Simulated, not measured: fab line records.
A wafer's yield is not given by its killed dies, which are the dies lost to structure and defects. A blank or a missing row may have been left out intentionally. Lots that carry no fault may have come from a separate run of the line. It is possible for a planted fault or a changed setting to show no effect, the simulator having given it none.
fab line records	flow gf180mcu
[record] lots = 24	wafers = 72	last_day = 34
route steps=602 shown CONTACT@301 M1@330 V2@398 MIM@507 M5@534 V5@545
lots that met no fault: taken from a fault-free run of the same line
start_h: start of the lot's first displayed wafer, in hours after the record's first day	wait_h: hours from the lot's prior step to this one	" identical to the entry in the row above	L1.1+2: a single row standing in for several wafers	- no value present, or no start provided	* or withheld: withheld	< > ~ a bound
route shown NAME@n: NAME is a module with steps in the file, n the number in the route of the first one	usual: mean and standard deviation over wafers with no fault	same: alike in all rows	chamber/n: place in a boat	sites: per-site readings	_std_site: standard deviation across them	_edge_site: outer sites' mean less inner sites'	radius_mm: how far each site lies from the wafer's centre	mask NAME#n: copy n	behind: the last tool/chamber to shape the wafer	hold: why the lot was held/for how many hours/how that ended	device: transistor that didn't switch, given as n, p or np	end of line: tests of these same wafers at the route's end	where a step has no rows: the recipe by itself	killed: dies lost to structure and defects at the first sort, not the wafer's yield	map: per-die view of a wafer (x killed, . not killed, _ where there is no die)
set.NAME: the setting that was run; set.NAME@STEP: the one run at that earlier step	model.NAME: the simulator's own value behind a step, which no gauge read
route steps across a sampled set of lots; one table per step, one row per wafer
services: from which hour (start_h, from the record's first day; less than 0 if before it) a tool's chamber was out of use, for how many hours, and why
[[steps]]
[step GF_CONTACT_CD_MEAS_14]
[recipe] target_cd_nm = 220
[usual] cd_nm = 219.8/1.1
lot.wafer	tool	chamber	start_h	wait_h	cd_nm
L074.3	cd_sem-02	-	370.92	0.1	217.6
L074.5	"	-	"	"	218.1
L074.6	"	-	"	"	219.6
L076.1	cd_sem-01	-	381.51	0.1	219.8
L076.2	"	-	"	"	220.0
L076.4	"	-	"	"	222.4
L077.1	cd_sem-02	-	385.18	0.1	220.4
L077.4	"	-	"	"	219.9
L077.5	"	-	"	"	220.4
L075.1	cd_sem-01	-	387.32	0.1	219.7
L075.2	"	-	"	"	219.4
L075.5	"	-	"	"	219.3
L078.1	cd_sem-02	-	404.36	0.1	220.6
L078.4	"	-	"	"	220.7
L078.6	"	-	"	"	220.0
L079.1	cd_sem-02	-	408.41	0.1	219.9
L079.3	"	-	"	"	219.4
L079.6	"	-	"	"	219.0
L082.3	cd_sem-02	-	422.26	0.1	219.9
L082.5	"	-	"	"	218.5
L082.6	"	-	"	"	219.0
L080.3	cd_sem-01	-	424.65	0.1	220.4
L080.5	"	-	"	"	220.8
L080.6	"	-	"	"	219.2
L081.3	cd_sem-02	-	425.75	0.1	219.8
L081.4	"	-	"	"	218.4
L081.6	"	-	"	"	219.7
L083.3	cd_sem-02	-	441.87	0.1	217.8
L083.4	"	-	"	"	219.5
L083.5	"	-	"	"	217.7
L084.2	cd_sem-01	-	456.19	0.1	221.5
L084.4	"	-	"	"	221.8
L084.6	"	-	"	"	221.6
L085.1	cd_sem-02	-	456.43	0.1	220.8
L085.2	"	-	"	"	221.6
L085.4	"	-	"	"	220.1
L086.1	cd_sem-02	-	472.31	0.1	220.1
L086.2	"	-	"	"	220.5
L086.4	"	-	"	"	218.5
L087.2	cd_sem-02	-	484.58	0.1	218.8
L087.3	"	-	"	"	219.3
L087.6	"	-	"	"	219.8
L088.1	cd_sem-01	-	494.11	0.1	221.7
L088.2	"	-	"	"	220.4
L088.4	"	-	"	"	221.9
L089.1	cd_sem-02	-	495.92	0.1	219.1
L089.4	"	-	"	"	218.9
L089.5	"	-	"	"	219.0
L090.2	cd_sem-02	-	508.05	0.1	217.8
L090.3	"	-	"	"	217.5
L090.4	"	-	"	"	218.4
L091.3	cd_sem-01	-	515.21	0.1	221.3
L091.4	"	-	"	"	221.1
L091.5	"	-	"	"	222.9
L092.2	cd_sem-02	-	519.23	0.1	219.4
L092.5	"	-	"	"	219.7
L092.6	"	-	"	"	219.8
L093.1	cd_sem-02	-	529.13	0.1	219.6
L093.3	"	-	"	"	218.4
L093.6	"	-	"	"	219.3
L094.2	cd_sem-02	-	538.43	0.1	218.5
L094.4	"	-	"	"	218.9
L094.6	"	-	"	"	218.6
L095.1	cd_sem-01	-	540.82	0.1	219.5
L095.3	"	-	"	"	219.3
L095.6	"	-	"	"	220.1
L096.1	cd_sem-01	-	548.63	0.1	219.8
L096.2	"	-	"	"	217.1
L096.4	"	-	"	"	218.5
L097.1	cd_sem-01	-	555.04	0.2	219.3
L097.2	"	-	"	"	219.1
L097.3	"	-	"	"	218.8
[step GF_M1_OVL_MEAS_15]
[usual] M1_OVL = -1/6.5
lot.wafer	tool	chamber	start_h	wait_h	M1_OVL[nm]
L074.3	overlay-02	-	395.06	0.1	3
L074.5	"	-	"	"	9
L074.6	"	-	"	"	0
L076.1	overlay-01	-	405.95	0.1	0
L076.2	"	-	"	"	-1
L076.4	"	-	"	"	-4
L077.1	overlay-01	-	409.90	0.1	-6
L077.4	"	-	"	"	-6
L077.5	"	-	"	"	-8
L075.1	overlay-02	-	411.95	0.1	-6
L075.2	"	-	"	"	-6
L075.5	"	-	"	"	-8
L078.1	overlay-01	-	429.39	0.1	6
L078.4	"	-	"	"	9
L078.6	"	-	"	"	10
L079.1	overlay-01	-	433.40	0.1	1
L079.3	"	-	"	"	0
L079.6	"	-	"	"	1
L082.3	overlay-01	-	448.50	0.1	-2
L082.5	"	-	"	"	-1
L082.6	"	-	"	"	-11
L080.3	overlay-02	-	450.70	0.1	7
L080.5	"	-	"	"	5
L080.6	"	-	"	"	6
L081.3	overlay-02	-	451.35	0.1	-9
L081.4	"	-	"	"	-8
L081.6	"	-	"	"	-3
L083.3	overlay-02	-	467.80	0.1	0
L083.4	"	-	"	"	0
L083.5	"	-	"	"	-8
L084.2	overlay-02	-	481.99	0.1	0
L084.4	"	-	"	"	-1
L084.6	"	-	"	"	-2
L085.1	overlay-02	-	482.93	0.1	-7
L085.2	"	-	"	"	-8
L085.4	"	-	"	"	-11
L086.1	overlay-02	-	497.15	0.1	-6
L086.2	"	-	"	"	-6
L086.4	"	-	"	"	-7
L087.2	overlay-01	-	509.25	0.1	9
L087.3	"	-	"	"	8
L087.6	"	-	"	"	11
L088.1	overlay-02	-	519.53	0.1	1
L088.2	"	-	"	"	9
L088.4	"	-	"	"	4
L089.1	overlay-02	-	520.63	0.1	4
L089.4	"	-	"	"	6
L089.5	"	-	"	"	2
L090.2	overlay-01	-	532.49	0.1	7
L090.3	"	-	"	"	5
L090.4	"	-	"	"	6
L091.3	overlay-02	-	539.35	0.1	-2
L091.4	"	-	"	"	-5
L091.5	"	-	"	"	-9
L092.2	overlay-02	-	543.69	0.1	-1
L092.5	"	-	"	"	12
L092.6	"	-	"	"	-1
L093.1	overlay-01	-	553.60	0.1	-7
L093.3	"	-	"	"	-7
L093.6	"	-	"	"	-4
L094.2	overlay-01	-	562.30	0.1	-10
L094.4	"	-	"	"	-11
L094.6	"	-	"	"	-2
L095.1	overlay-01	-	564.53	0.1	9
L095.3	"	-	"	"	7
L095.6	"	-	"	"	-1
L096.1	overlay-02	-	571.60	0.1	-1
L096.2	"	-	"	"	2
L096.4	"	-	"	"	-8
L097.1	overlay-02	-	577.65	0.1	2
L097.2	"	-	"	"	-5
L097.3	"	-	"	"	-6
[step GF_V2_ETCH_16]
[recipe] chemistry = N2/H2	target_depth_a = withheld	overetch_a = withheld	time_s = withheld	target = BARC	ion_energy_ev = 200	source_w = 500	bias_w = 100	pressure_mtorr = 30	n2_flow_sccm = 100	h2_flow_sccm = 200
[usual] drypump_motor_current_A = 5.9/0.36	oes_product_au = 0.855/0.0045	throttle_valve_pct = 13.224/0.0092
lot.wafer	tool	chamber	start_h	wait_h	drypump_motor_current_A	oes_product_au	throttle_valve_pct
L074.3	rie_diel-03	1	472.08	0.0	5.9	0.855	13.220
L074.5	"	1	"	"	5.9	0.861	13.220
L074.6	"	2	"	"	6.0	0.852	13.225
L076.1	rie_diel-04	0	483.83	0.0	5.8	0.860	13.245
L076.2	"	3	"	"	5.2	0.856	13.222
L076.4	"	2	"	"	5.7	0.852	13.215
L077.1	rie_diel-04	3	486.42	0.0	5.2	0.854	13.218
L077.4	"	2	"	"	5.7	0.852	13.242
L077.5	"	2	"	"	5.7	0.858	13.242
L075.1	rie_diel-01	3	489.43	0.0	5.7	0.852	13.233
L075.2	"	0	"	"	6.3	0.846	13.227
L075.5	"	2	"	"	5.6	0.847	13.221
L078.1	rie_diel-01	1	505.92	0.0	6.4	0.854	13.248
L078.4	"	3	"	"	5.7	0.849	13.225
L078.6	"	2	"	"	5.6	0.863	13.224
L079.1	rie_diel-04	3	509.42	0.0	5.1	0.859	13.229
L079.3	"	1	"	"	5.9	0.856	13.246
L079.6	"	1	"	"	5.9	0.865	13.230
L082.3	rie_diel-01	0	526.07	0.0	6.3	0.861	13.213
L082.5	"	1	"	"	6.4	0.853	13.229
L082.6	"	2	"	"	5.6	0.858	13.230
L080.3	rie_diel-03	1	527.32	0.0	5.9	0.852	13.218
L080.5	"	2	"	"	6.0	0.861	13.234
L080.6	"	1	"	"	5.9	0.856	13.229
L081.3	rie_diel-04	0	527.38	0.0	5.9	0.857	13.225
L081.4	"	3	"	"	5.1	0.858	13.226
L081.6	"	2	"	"	5.8	0.863	13.211
L083.3	rie_diel-04	1	542.62	0.0	5.9	0.855	13.216
L083.4	"	0	"	"	5.9	0.856	13.225
L083.5	"	0	"	"	5.9	0.857	13.235
L084.2	rie_diel-01	1	555.59	0.0	6.4	0.860	13.224
L084.4	"	2	"	"	5.6	0.863	13.233
L084.6	"	2	"	"	5.6	0.856	13.226
L085.1	rie_diel-03	1	556.77	0.0	5.9	0.855	13.215
L085.2	"	3	"	"	6.4	0.852	13.225
L085.4	"	1	"	"	5.9	0.857	13.214
L086.1	rie_diel-03	0	570.03	0.0	5.3	0.857	13.224
L086.2	"	3	"	"	6.4	0.861	13.220
L086.4	"	1	"	"	5.9	0.859	13.216
L087.2	rie_diel-01	1	580.42	0.0	6.4	0.863	13.217
L087.3	"	2	"	"	5.6	0.857	13.229
L087.6	"	0	"	"	6.3	0.857	13.233
L088.1	rie_diel-03	3	588.73	0.0	6.4	0.853	13.217
L088.2	"	2	"	"	6.0	0.858	13.230
L088.4	"	1	"	"	5.8	0.852	13.218
L089.1	rie_diel-01	2	589.08	0.0	5.6	0.846	13.219
L089.4	"	1	"	"	6.4	0.856	13.224
L089.5	"	2	"	"	5.6	0.857	13.216
L090.2	rie_diel-03	3	601.72	0.0	6.4	0.853	13.214
L090.3	"	1	"	"	5.9	0.856	13.232
L090.4	"	0	"	"	5.3	0.854	13.234
L091.3	rie_diel-01	1	608.83	0.0	6.4	0.853	13.211
L091.4	"	2	"	"	5.7	0.852	13.214
L091.5	"	3	"	"	5.7	0.856	13.221
L092.2	rie_diel-01	0	612.48	0.0	6.3	0.858	13.224
L092.5	"	3	"	"	5.7	0.850	13.220
L092.6	"	2	"	"	5.6	0.856	13.224
L093.1	rie_diel-04	3	621.03	0.0	5.1	0.854	13.220
L093.3	"	0	"	"	5.9	0.848	13.217
L093.6	"	0	"	"	5.9	0.845	13.223
L094.2	rie_diel-03	3	628.68	0.0	6.4	0.853	13.241
L094.4	"	2	"	"	6.0	0.849	13.228
L094.6	"	2	"	"	6.0	0.854	13.211
L095.1	rie_diel-04	1	630.23	0.0	5.8	0.849	13.225
L095.3	"	2	"	"	5.7	0.854	13.217
L095.6	"	0	"	"	5.9	0.847	13.224
L096.1	rie_diel-03	3	639.17	0.0	6.4	0.858	13.227
L096.2	"	1	"	"	5.9	0.859	13.218
L096.4	"	0	"	"	5.3	0.850	13.216
L097.1	rie_diel-03	3	643.98	0.0	6.4	0.855	13.215
L097.2	"	0	"	"	5.4	0.845	13.223
L097.3	"	1	"	"	5.9	0.861	13.217
[step GF_MIM_SPUTTER_04]
[recipe] material = TiN	target_thk_nm = 50	power_w = 6500	time_s = 41.7	chamber_pressure_pa = 0.4
[usual] throttle_valve_pct = 29.9/1.3
lot.wafer	tool	chamber	start_h	wait_h	throttle_valve_pct
L074.3	pvd_sputter-01	-	571.35	0.0	31.3
L074.5	"	-	"	"	30.8
L074.6	"	-	"	"	28.7
L076.1	pvd_sputter-04	-	583.17	0.0	30.1
L076.2	"	-	"	"	30.5
L076.4	"	-	"	"	27.4
L077.1	pvd_sputter-04	-	584.92	0.0	28.7
L077.4	"	-	"	"	30.4
L077.5	"	-	"	"	29.0
L075.1	pvd_sputter-04	-	586.62	0.0	27.8
L075.2	"	-	"	"	28.6
L075.5	"	-	"	"	27.7
L078.1	pvd_sputter-01	-	600.96	0.0	31.3
L078.4	"	-	"	"	28.7
L078.6	"	-	"	"	28.8
L079.1	pvd_sputter-01	-	605.17	0.0	30.4
L079.3	"	-	"	"	31.1
L079.6	"	-	"	"	28.8
L082.3	pvd_sputter-03	-	620.03	0.0	29.9
L082.5	"	-	"	"	30.6
L082.6	"	-	"	"	31.8
L081.3	pvd_sputter-03	-	620.71	0.0	30.3
L081.4	"	-	"	"	32.1
L081.6	"	-	"	"	30.2
L080.3	pvd_sputter-04	-	620.84	0.0	27.4
L080.5	"	-	"	"	28.7
L080.6	"	-	"	"	30.7
L083.3	pvd_sputter-04	-	633.94	0.0	30.5
L083.4	"	-	"	"	27.4
L083.5	"	-	"	"	27.3
L084.2	pvd_sputter-01	-	646.35	0.0	28.8
L084.4	"	-	"	"	30.6
L084.6	"	-	"	"	30.7
L085.1	pvd_sputter-04	-	648.59	0.0	28.9
L085.2	"	-	"	"	29.8
L085.4	"	-	"	"	30.7
L086.1	pvd_sputter-03	-	660.09	0.0	31.8
L086.2	"	-	"	"	30.9
L086.4	"	-	"	"	30.5
L087.2	pvd_sputter-04	-	669.47	0.0	30.8
L087.3	"	-	"	"	27.9
L087.6	"	-	"	"	30.0
L088.1	pvd_sputter-03	-	677.06	0.0	30.7
L088.2	"	-	"	"	30.5
L088.4	"	-	"	"	31.5
L089.1	pvd_sputter-04	-	677.66	0.0	30.3
L089.4	"	-	"	"	30.9
L089.5	"	-	"	"	30.2
L090.2	pvd_sputter-04	-	690.00	0.0	30.7
L090.3	"	-	"	"	30.2
L090.4	"	-	"	"	28.7
L091.3	pvd_sputter-04	-	696.11	0.0	27.7
L091.4	"	-	"	"	30.0
L091.5	"	-	"	"	27.8
L092.2	pvd_sputter-04	-	699.10	0.0	30.4
L092.5	"	-	"	"	29.0
L092.6	"	-	"	"	30.8
L093.1	pvd_sputter-01	-	707.75	0.0	28.7
L093.3	"	-	"	"	30.9
L093.6	"	-	"	"	30.6
L094.2	pvd_sputter-04	-	712.91	0.0	30.2
L094.4	"	-	"	"	28.9
L094.6	"	-	"	"	28.5
L095.1	pvd_sputter-01	-	714.93	0.0	31.0
L095.3	"	-	"	"	28.8
L095.6	"	-	"	"	30.6
L096.1	pvd_sputter-01	-	723.14	0.0	30.4
L096.2	"	-	"	"	28.6
L096.4	"	-	"	"	31.1
L097.1	pvd_sputter-04	-	726.60	0.0	30.2
L097.2	"	-	"	"	28.7
L097.3	"	-	"	"	30.8
[step GF_M5_OVL_MEAS_08]
[usual] M5_OVL = -2/5.3
lot.wafer	tool	chamber	start_h	wait_h	M5_OVL[nm]
L074.3	overlay-01	-	614.69	0.1	3
L074.5	"	-	"	"	0
L074.6	"	-	"	"	1
L076.1	overlay-02	-	626.33	0.1	-2
L076.2	"	-	"	"	0
L076.4	"	-	"	"	1
L077.1	overlay-02	-	627.28	0.1	3
L077.4	"	-	"	"	-2
L077.5	"	-	"	"	-3
L075.1	overlay-02	-	628.09	0.1	-14
L075.2	"	-	"	"	-11
L075.5	"	-	"	"	-4
L078.1	overlay-01	-	642.48	0.1	-8
L078.4	"	-	"	"	-17
L078.6	"	-	"	"	-11
L079.1	overlay-01	-	645.93	0.1	-5
L079.3	"	-	"	"	-7
L079.6	"	-	"	"	-2
L082.3	overlay-01	-	660.34	0.1	-5
L082.5	"	-	"	"	-4
L082.6	"	-	"	"	-3
L081.3	overlay-01	-	660.79	0.1	6
L081.4	"	-	"	"	3
L081.6	"	-	"	"	-1
L080.3	overlay-01	-	661.29	0.1	-1
L080.5	"	-	"	"	2
L080.6	"	-	"	"	-9
L083.3	overlay-01	-	674.49	0.1	8
L083.4	"	-	"	"	-2
L083.5	"	-	"	"	4
L084.2	overlay-01	-	686.10	0.1	4
L084.4	"	-	"	"	-1
L084.6	"	-	"	"	3
L085.1	overlay-02	-	689.03	0.1	2
L085.2	"	-	"	"	-3
L085.4	"	-	"	"	1
L086.1	overlay-02	-	698.98	0.1	5
L086.2	"	-	"	"	0
L086.4	"	-	"	"	-5
L087.2	overlay-02	-	707.94	0.1	-2
L087.3	"	-	"	"	-3
L087.6	"	-	"	"	-7
L088.1	overlay-01	-	714.18	0.1	-4
L088.2	"	-	"	"	-1
L088.4	"	-	"	"	-5
L089.1	overlay-02	-	715.24	0.1	-9
L089.4	"	-	"	"	-7
L089.5	"	-	"	"	-10
L090.2	overlay-02	-	726.40	0.1	-1
L090.3	"	-	"	"	0
L090.4	"	-	"	"	1
L091.3	overlay-01	-	732.25	0.1	-1
L091.4	"	-	"	"	-5
L091.5	"	-	"	"	-4
L092.2	overlay-02	-	734.90	0.1	2
L092.5	"	-	"	"	4
L092.6	"	-	"	"	6
L093.1	overlay-02	-	742.13	0.1	-9
L093.3	"	-	"	"	-2
L093.6	"	-	"	"	0
L094.2	overlay-02	-	747.73	0.1	-4
L094.4	"	-	"	"	-1
L094.6	"	-	"	"	-2
L095.1	overlay-01	-	749.08	0.1	0
L095.3	"	-	"	"	-2
L095.6	"	-	"	"	2
L096.1	overlay-02	-	757.58	0.1	-8
L096.2	"	-	"	"	-1
L096.4	"	-	"	"	0
L097.1	overlay-01	-	759.48	0.1	5
L097.2	"	-	"	"	6
L097.3	"	-	"	"	1
[step GF_V5_BOW_MEAS_05]
[recipe] mode = bow
[usual] V5_BOW = 133/8.9
lot.wafer	tool	chamber	start_h	wait_h	V5_BOW[um]
L074.3	film_metro-03	-	616.01	0.1	144
L074.5	"	-	"	"	130
L074.6	"	-	"	"	127
L076.1	film_metro-04	-	627.62	0.2	134
L076.2	"	-	"	"	112
L076.4	"	-	"	"	124
L077.1	film_metro-03	-	628.60	0.2	126
L077.4	"	-	"	"	125
L077.5	"	-	"	"	133
L075.1	film_metro-01	-	629.54	0.1	145
L075.2	"	-	"	"	134
L075.5	"	-	"	"	145
L078.1	film_metro-04	-	643.79	0.2	131
L078.4	"	-	"	"	136
L078.6	"	-	"	"	131
L079.1	film_metro-03	-	647.22	0.1	144
L079.3	"	-	"	"	145
L079.6	"	-	"	"	144
L082.3	film_metro-01	-	661.79	0.2	121
L082.5	"	-	"	"	106
L082.6	"	-	"	"	119
L081.3	film_metro-01	-	662.27	0.3	129
L081.4	"	-	"	"	135
L081.6	"	-	"	"	134
L080.3	film_metro-04	-	662.77	0.3	124
L080.5	"	-	"	"	123
L080.6	"	-	"	"	114
L083.3	film_metro-04	-	676.13	0.1	133
L083.4	"	-	"	"	123
L083.5	"	-	"	"	126
L084.2	film_metro-03	-	687.78	0.2	133
L084.4	"	-	"	"	126
L084.6	"	-	"	"	134
L085.1	film_metro-01	-	691.03	0.2	133
L085.2	"	-	"	"	122
L085.4	"	-	"	"	138
L086.1	film_metro-04	-	700.41	0.2	139
L086.2	"	-	"	"	135
L086.4	"	-	"	"	140
L087.2	film_metro-03	-	709.99	0.2	130
L087.3	"	-	"	"	131
L087.6	"	-	"	"	134
L088.1	film_metro-04	-	715.48	0.1	131
L088.2	"	-	"	"	134
L088.4	"	-	"	"	140
L089.1	film_metro-01	-	716.56	0.1	149
L089.4	"	-	"	"	146
L089.5	"	-	"	"	146
L090.2	film_metro-01	-	728.06	0.3	120
L090.3	"	-	"	"	129
L090.4	"	-	"	"	125
L091.3	film_metro-04	-	735.98	0.2	135
L091.4	"	-	"	"	130
L091.5	"	-	"	"	136
L092.2	film_metro-01	-	738.06	0.2	129
L092.5	"	-	"	"	143
L092.6	"	-	"	"	141
L093.1	film_metro-04	-	744.18	0.3	136
L093.3	"	-	"	"	132
L093.6	"	-	"	"	134
L094.2	film_metro-04	-	749.05	0.1	138
L094.4	"	-	"	"	144
L094.6	"	-	"	"	136
L095.1	film_metro-03	-	750.40	0.2	142
L095.3	"	-	"	"	127
L095.6	"	-	"	"	133
L096.1	film_metro-01	-	758.88	0.1	124
L096.2	"	-	"	"	135
L096.4	"	-	"	"	136
L097.1	film_metro-01	-	760.79	0.1	134
L097.2	"	-	"	"	135
L097.3	"	-	"	"	129
[[services]]
tool	chamber	start_h	hours	kind
pvd_sputter-01	-	454.14	5.5	repair
rie_diel-03	3	464.53	-	clean
rie_diel-03	3	464.53	18.0	scheduled_down
pvd_sputter-03	-	473.51	13.0	repair
rie_diel-04	1	475.33	1.3	repair
rie_diel-03	-	487.73	0.5	repair
rie_diel-03	3	492.26	2.9	repair
rie_diel-01	3	506.10	8.8	repair
rie_diel-01	1	511.78	7.0	repair
rie_diel-04	1	516.93	11.9	repair
rie_diel-03	-	539.12	0.5	repair
pvd_sputter-04	2	542.43	-	consumable_replace:kit
pvd_sputter-04	2	542.43	18.0	scheduled_down
pvd_sputter-04	2	542.43	18.0	vent_cycle
pvd_sputter-03	-	548.89	1.6	repair
pvd_sputter-03	-	555.00	64.5	repair
pvd_sputter-04	-	568.34	9.5	repair
rie_diel-03	3	585.60	2.1	repair
pvd_sputter-04	-	593.34	0.5	repair
rie_diel-04	2	617.73	4.2	repair
rie_diel-04	-	619.03	0.4	repair
rie_diel-04	3	629.60	2.9	repair
rie_diel-04	1	636.14	3.3	repair
rie_diel-01	0	700.04	1.3	repair
[[key]]
fault none
